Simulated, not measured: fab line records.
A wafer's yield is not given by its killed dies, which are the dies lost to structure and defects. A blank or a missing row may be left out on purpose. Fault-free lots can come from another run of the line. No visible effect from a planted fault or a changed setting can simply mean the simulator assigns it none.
Struck lot and sound lot, side by side || flow sky130 || 15 steps out of a route of 708
Sound: the wafers L237.1, L237.4, L237.6. Struck: wafers L248.2, L248.5, L248.6. The cause is given at the end.
Per side, at each step with rows, come the tool, then ch with its chambers, and then its first start. Under that, the readings that differ: sound wafers || struck wafers || difference of the means || sigmas: that difference in standard deviations of wafers without a fault.
alike: readings with means less than 2 such deviations apart, plus words and numbers identical on both sides. not compared: withheld readings, readings lacking a value on some wafer, bounds such as >300 that could conceal the same value, and numbers that have no deviation in the record and whose values overlap.
The two part at a step that has a row with sigmas, a row that says differs or no value, or rows on one side only. When numbers do not overlap yet have no deviation, they are printed without sigmas and do not part them. A reading missing from all wafers of one side parts the sides only when that side holds two or more wafers.

SKY_NWELL_RS_MEAS_29: uses a four-point probe to measure.
  struck on filmMetro-04, day 10 08:16; sound on filmMetro-04, day 7 13:50
  alike: NWELL_RS
SKY_NWELL_RS_MEAS_31: uses a four-point probe to measure.
  struck on filmMetro-04, day 10 08:31; sound on filmMetro-04, day 7 14:05
{"reading": "PWDE_RS (ohm/sq)", "sound": "5218 5231 5212", "struck": "5262 5258 5239", "difference": "+33", "sigmas": "+2"}
then, 7 steps without rows for these wafers: SKY_VT_ADJUST_HVTP_DEHYDRATE_00 (time 60 s); SKY_VT_ADJUST_HVTP_HMDS_01 (prime time 60 s); SKY_VT_ADJUST_HVTP_COAT_02 (resist thk 1140 nm); SKY_VT_ADJUST_HVTP_SOFTBAKE_03 (time 60 s); SKY_VT_ADJUST_HVTP_EXPOSE_04 (exposes mask HVTPM, target cd 380 nm); SKY_VT_ADJUST_HVTP_PEB_05; SKY_VT_ADJUST_HVTP_DEVELOP_06 (develop time 60 s).
SKY_VT_ADJUST_HVTP_CD_MEAS_07: target cd 380 nm.
  struck on cdSem-01, day 11 08:45; sound on cdSem-01, day 8 11:33
  alike: cdNm
SKY_VT_ADJUST_HVTP_OVL_MEAS_08:
  struck on overlay-01, day 11 08:52; sound on overlay-01, day 8 11:40
  alike: VT_ADJUST_HVTP_OVL
SKY_VT_ADJUST_HVTP_IMPLANT_09:
  sound on implanter-03 ch 0, day 8 11:43; struck on implanter-03 ch 0, day 11 08:55
{"reading": "beamEnergyKeV", "sound": "150.08 149.94 150.02", "struck": "168.34 168.31 168.33", "difference": "+18.31", "sigmas": "+99 or more"}
{"reading": "model.implant.rpNm (nm)", "sound": "87.3 87.3 87.3", "struck": "91.11 91.11 91.11", "difference": "+3.81", "sigmas": ""}
{"reading": "model.implant.drpNm (nm)", "sound": "33.4 33.4 33.4", "struck": "36.74 36.74 36.74", "difference": "+3.34", "sigmas": ""}
  alike: doseIonsCm2
SKY_VT_ADJUST_HVTP_STRIP_10: strips in O2/N2.
  sound on plasmaAsher-04 ch 0, day 8 11:52; struck on plasmaAsher-04 ch 0,1, day 11 09:02
  alike: chamberPressureMTorr, drypumpMotorCurrentA, oesProductAu, stripTimeToEndpointS
  not compared: rfHoursCounterH
SKY_VT_ADJUST_HVTP_TW_MEAS_11:
  struck on filmMetro-04, day 11 09:23; sound on filmMetro-03, day 8 11:58
{"reading": "VT_ADJUST_HVTP_TW", "sound": "1365 1363 1361", "struck": "1400 1402 1410", "difference": "+41", "sigmas": "+3"}
  not compared: hold
-- a jump in the record: the struck wafers' starts before and after are 40 days apart (it breaks off in module VT_ADJUST_HVTP and resumes in module PAD_OPEN, where the first step shown is number 708 of the route) --
SKY_PAD_OPEN_PROBE_99:
  struck on prober-02, day 51 08:43; sound on prober-01, day 49 11:48
  no value came back on the struck wafers for any of 8 readings (model.etest.tipP.rsOhmSq, model.etest.pfet_01v8.rOnOhmUm and others); on the sound wafers model.etest.tipP.rsOhmSq reads 6680 6697 6646
{"reading": "hold", "sound": "- - -", "struck": "awaitDispo/3.6h/release awaitDispo/3.6h/release awaitDispo/3.6h/release", "difference": "no value on the sound wafers", "sigmas": ""}
  alike: killed_at_M0_to_M3, killed_at_M4_up, killedAtContacts, killedAtFrontEnd, killedAtOther, killedDies, killedOpen, killedShort

WHERE THEY PART
At SKY_NWELL_RS_MEAS_31 first; at SKY_PAD_OPEN_PROBE_99 last (within this record only).

WHY: whatever the simulator had introduced
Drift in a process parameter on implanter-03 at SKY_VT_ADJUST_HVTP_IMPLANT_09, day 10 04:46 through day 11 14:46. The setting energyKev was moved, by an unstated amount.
